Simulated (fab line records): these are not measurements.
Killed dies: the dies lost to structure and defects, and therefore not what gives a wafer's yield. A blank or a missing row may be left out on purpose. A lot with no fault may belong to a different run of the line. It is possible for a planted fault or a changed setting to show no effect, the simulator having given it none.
Matching of chambers || flow sfq-line || SFQ_TRILAYER_L0_VIA_ETCH_VIA_ETCH_016 on rie-diel-02 has 4 sister chambers
The step etches SiO2 in CHF3, stops on MoNx KI, target depth 80 nm. 8 wafers are shown with their chamber, then 7 later ones without.

WAFERS, EACH WITH ITS CHAMBER
{"wafer": "L727.6", "chamber": 2, "drypump-motor-current-A (A)": 5.3, "bias-w (W)": 80.10}
{"wafer": "L728.1", "chamber": 3, "drypump-motor-current-A (A)": 6.1, "bias-w (W)": 79.97}
{"wafer": "L728.4", "chamber": 2, "drypump-motor-current-A (A)": 5.2, "bias-w (W)": 79.42}
{"wafer": "L732.2", "chamber": 3, "drypump-motor-current-A (A)": 6.2, "bias-w (W)": 80.22}
{"wafer": "L732.3", "chamber": 1, "drypump-motor-current-A (A)": 5.7, "bias-w (W)": 79.71}
{"wafer": "L732.5", "chamber": 0, "drypump-motor-current-A (A)": 4.8, "bias-w (W)": 79.98}
{"wafer": "L733.3", "chamber": 0, "drypump-motor-current-A (A)": 4.8, "bias-w (W)": 79.80}
{"wafer": "L733.4", "chamber": 1, "drypump-motor-current-A (A)": 5.7, "bias-w (W)": 80.22}

WAFERS WHOSE CHAMBER IS MISSING
{"wafer": "L733.6", "drypump-motor-current-A (A)": 4.8, "bias-w (W)": 79.85}
{"wafer": "L736.1", "drypump-motor-current-A (A)": 5.7, "bias-w (W)": 79.57}
{"wafer": "L736.6", "drypump-motor-current-A (A)": 6.2, "bias-w (W)": 80.17}
{"wafer": "L740.4", "drypump-motor-current-A (A)": 5.7, "bias-w (W)": 80.35}
{"wafer": "L746.2", "drypump-motor-current-A (A)": 4.8, "bias-w (W)": 79.80}
{"wafer": "L746.3", "drypump-motor-current-A (A)": 5.2, "bias-w (W)": 80.27}
{"wafer": "L746.5", "drypump-motor-current-A (A)": 6.2, "bias-w (W)": 79.66}

CHAMBER TAKEN BY EACH
{"wafer": "L733.6", "from the rows above": 0, "in truth": 0}
{"wafer": "L736.1", "from the rows above": 1, "in truth": 1}
{"wafer": "L736.6", "from the rows above": 3, "in truth": 3}
{"wafer": "L740.4", "from the rows above": 1, "in truth": 1}
{"wafer": "L746.2", "from the rows above": 0, "in truth": 0}
{"wafer": "L746.3", "from the rows above": 2, "in truth": 2}
{"wafer": "L746.5", "from the rows above": 3, "in truth": 3}
Correctly placed: 7 of 7. Left unplaced by these rows: 0. Number placed wrongly: 0.
How it was worked out, from the rows above alone: a wafer's distance from a chamber is the root of the sum, over the readings, of the square of ((its reading less the chamber's mean) divided by the reading's scatter). The wafer belongs to the nearest chamber; if the next one is less than 2 further off, it can't be placed. Each chamber's mean is taken over the wafers shown for it. The scatter: the root of (the sum of the squares of (reading less its chamber's mean) over the shown wafers, divided by (wafers less chambers)).
